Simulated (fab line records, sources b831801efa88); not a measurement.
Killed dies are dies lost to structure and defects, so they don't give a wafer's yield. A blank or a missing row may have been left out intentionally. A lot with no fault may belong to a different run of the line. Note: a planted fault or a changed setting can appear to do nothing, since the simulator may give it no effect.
One fault through the eyes of 2 desks + flow sky130 + each desk has only its own numbers; what lay behind them comes last

FROM THE METROLOGY DESK
What the gauges read for every lot (on any tool): the sampled wafers with a number, averaged. If a lot's mean is further than 4 standard deviations from the usual mean, the lot is out of limits and carries the mark OUT (the distance appears in the brackets).
Columns: A = VT_ADJUST_LVTN_OVL at SKY_VT_ADJUST_LVTN_OVL_MEAS_07, usual 0.5 nm; B = VT_ADJUST_NCORE_OVL at SKY_VT_ADJUST_NCORE_OVL_MEAS_08, usual -0.4 nm; C = cd nm at SKY_VT_ADJUST_HVTR_CD_MEAS_07, usual 380.2 nm; D = VT_ADJUST_PCH_OVL at SKY_VT_ADJUST_PCH_OVL_MEAS_07, usual 0.4 nm
| lot  | first seen here | A    | B    | C     | D    |
|------|-----------------|------|------|-------|------|
| L612 | day 6 23:11     | 0.4  | 0.9  | 380.3 | 1.4  |
| L613 | day 7 07:12     | 1.3  | -2.4 | 380.6 | 0.8  |
| L614 | day 7 13:33     | 0.9  | 2.0  | 380.7 | -0.7 |
| L615 | day 7 18:10     | 1.3  | -0.2 | 383.3 | -2.0 |
| L617 | day 8 07:07     | 0.4  | 1.2  | 381.8 | 1.8  |
| L620 | day 8 23:51     | 0.1  | -0.2 | 380.8 | 2.2  |
| L622 | day 9 13:00     | 2.7  | 0.7  | 379.6 | -0.8 |
| L621 | day 9 17:58     | 0.5  | -1.0 | 380.0 | 1.4  |
| L623 | day 9 20:46     | 1.2  | -1.0 | 381.0 | -2.2 |
| L624 | day 10 02:03    | -0.6 | 1.1  | 381.1 | -1.5 |
| L634 | day 13 00:37    | 1.0  | -0.1 | 386.6 | -1.0 |
| L635 | day 13 04:24    | 1.1  | -0.9 | 388.6 | 1.3  |
Finding of this desk: none of the 12 lots has anything out of limits.

THE TOOL OWNER'S DESK: litho track-04
The tool's own readings at SKY_VT_ADJUST_HVTR_COAT_02 (resist thk 1140 nm): means of the sampled wafers that have a number, for each lot that ran on this tool. If a lot's mean is further than 4 standard deviations from the usual mean, the lot is out of limits and carries the mark OUT (the distance appears in the brackets).
Columns: A = exhaust pa at SKY_VT_ADJUST_HVTR_COAT_02, usual 44.8 Pa; B = spin speed rpm at SKY_VT_ADJUST_HVTR_COAT_02, usual 2999.9 rpm
| lot  | first seen here | A    | B                        |
|------|-----------------|------|--------------------------|
| L615 | day 9 22:59     | 44.2 | 2999.6                   |
| L621 | day 12 03:20    | 45.5 | 2999.7                   |
| L624 | day 12 11:32    | 43.7 | 3000.3                   |
| L634 | day 15 16:05    | 44.5 | 3450.7 (+99 or more) OUT |
| L635 | day 15 20:38    | 45.8 | 3454.8 (+99 or more) OUT |
This desk's finding: out of limits on L634, L635; first on L634, day 15 16:05 (spin speed rpm at SKY_VT_ADJUST_HVTR_COAT_02). In limits: L615, L621, L624.

BROUGHT TOGETHER
At day 15 16:05, on L634, L635, the tool owner's desk was in a position to raise an alarm.
Nothing out of limits was seen by the metrology desk.
The metrology desk has L634, L635 on record, within its limits.
Of the lots named, all ran SKY_VT_ADJUST_HVTR_COAT_02 on litho track-04.

WHAT THE SIMULATOR PUT IN
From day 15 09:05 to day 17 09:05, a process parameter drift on litho track-04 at SKY_VT_ADJUST_HVTR_COAT_02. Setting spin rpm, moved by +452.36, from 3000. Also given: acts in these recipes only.
Struck lots among those shown: L634, L635.
Delay in hours, fault start to first out-of-limits reading, by desk: the tool owner's desk at 7.
